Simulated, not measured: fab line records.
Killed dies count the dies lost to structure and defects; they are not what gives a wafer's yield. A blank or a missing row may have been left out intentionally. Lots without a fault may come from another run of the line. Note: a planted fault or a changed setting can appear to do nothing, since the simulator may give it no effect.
The tool behind it: which one? | flow gf180mcu | Sampling: 7 lots, 21 wafers, 4 of 602 route steps

== WHAT EACH GAUGE READ, for each wafer ==
GF_M2_CD_MEAS_14: target cd 280 nm.
lot  | measured     | on        | cd_nm (nm)
L843 | day 19 23:32 | cd_sem-02 | 280.7 280.3 280.5
L845 | day 20 17:41 | cd_sem-01 | 277.9 279.1 277.7
L847 | day 21 15:34 | cd_sem-01 | 277.8 278.3 279.4
L849 | day 22 13:48 | cd_sem-02 | 278.1 279.0 278.7
L851 | day 22 22:18 | cd_sem-02 | 281.3 281.1 209.1
L861 | day 26 06:58 | cd_sem-01 | 281.4 280.8 280.4
L863 | day 26 19:56 | cd_sem-01 | 278.0 278.1 279.5

== EACH LOT AND THE TOOL THAT RAN IT (in order: tool; ch and the chambers of the sampled wafers; start) ==
lot  | GF_V1_ETCH_17                                 | GF_M2_SPUTTER_01             | GF_M2_EXPOSE_11
L843 | rie_diel-02 ch 0,1, day 18 22:25 or earlier   | pvd_sputter-01, day 18 22:25 | krf_scanner-02 ch 0, day 19 11:21
L845 | rie_diel-04 ch 2,3, day 19 16:07 or earlier   | pvd_sputter-01, day 19 16:07 | krf_scanner-01 ch 0, day 20 04:34
L847 | rie_diel-03 ch 0,1,3, day 20 14:31 or earlier | pvd_sputter-01, day 20 14:31 | krf_scanner-02 ch 0, day 21 03:06
L849 | rie_diel-03 ch 0,1,3, day 21 14:52 or earlier | pvd_sputter-01, day 21 14:52 | krf_scanner-01 ch 0, day 22 02:08
L851 | rie_diel-04 ch 1,2,3, day 21 23:01 or earlier | pvd_sputter-01, day 21 23:01 | krf_scanner-01 ch 0, day 22 10:37
L861 | rie_diel-03 ch 0,1,2, day 25 10:22 or earlier | pvd_sputter-02, day 25 10:22 | krf_scanner-02 ch 0, day 25 20:59
L863 | rie_diel-02 ch 2,3, day 25 23:25 or earlier   | pvd_sputter-02, day 25 23:25 | krf_scanner-01 ch 0, day 26 10:07
- GF_V1_ETCH_17: etches SiO2 in C4F8/O2/Ar, stops on TiN, target depth 630 nm.
- GF_M2_SPUTTER_01: material TiN, target thk 30 nm, time 25 s.
- GF_M2_EXPOSE_11: exposes mask Metal2, target cd 280 nm.

== THE ANSWER, worked out from the rows above alone ==
Rule: usual is defined by the lots themselves. Put in order of their means at a reading, lots are off if they are a third of the lots or fewer, leave a main group of 4 or more, and stand apart from it by a gap of 3 or more times the standard deviation of the main group's means; of several such gaps the widest counts. A main group is skipped when, at the precision printed for the reading in the tables above, its means are all equal. A lot without any number at a reading at which 4 lots or more have one is off too. The other lots that the step has rows for count as sound.
Off, at GF_M2_CD_MEAS_14 on cd_nm: L851. The main group: mean 279.2 nm, standard deviation 1.1.
If a tool, at a process step before that reading, ran all the lots that are off and no sound lot after the first of them, it fits. Those tools and the gauges at GF_M2_CD_MEAS_14 are tried in the same way. With no start given for some of its lots, GF_V1_ETCH_17 uses the hours and lot order of GF_M2_SPUTTER_01. Can't be told from this: 3 tools fit, rie_diel-04 at GF_V1_ETCH_17, pvd_sputter-01 at GF_M2_SPUTTER_01, cd_sem-02 at GF_M2_CD_MEAS_14.

== WHAT THE SIMULATOR PUT IN ==
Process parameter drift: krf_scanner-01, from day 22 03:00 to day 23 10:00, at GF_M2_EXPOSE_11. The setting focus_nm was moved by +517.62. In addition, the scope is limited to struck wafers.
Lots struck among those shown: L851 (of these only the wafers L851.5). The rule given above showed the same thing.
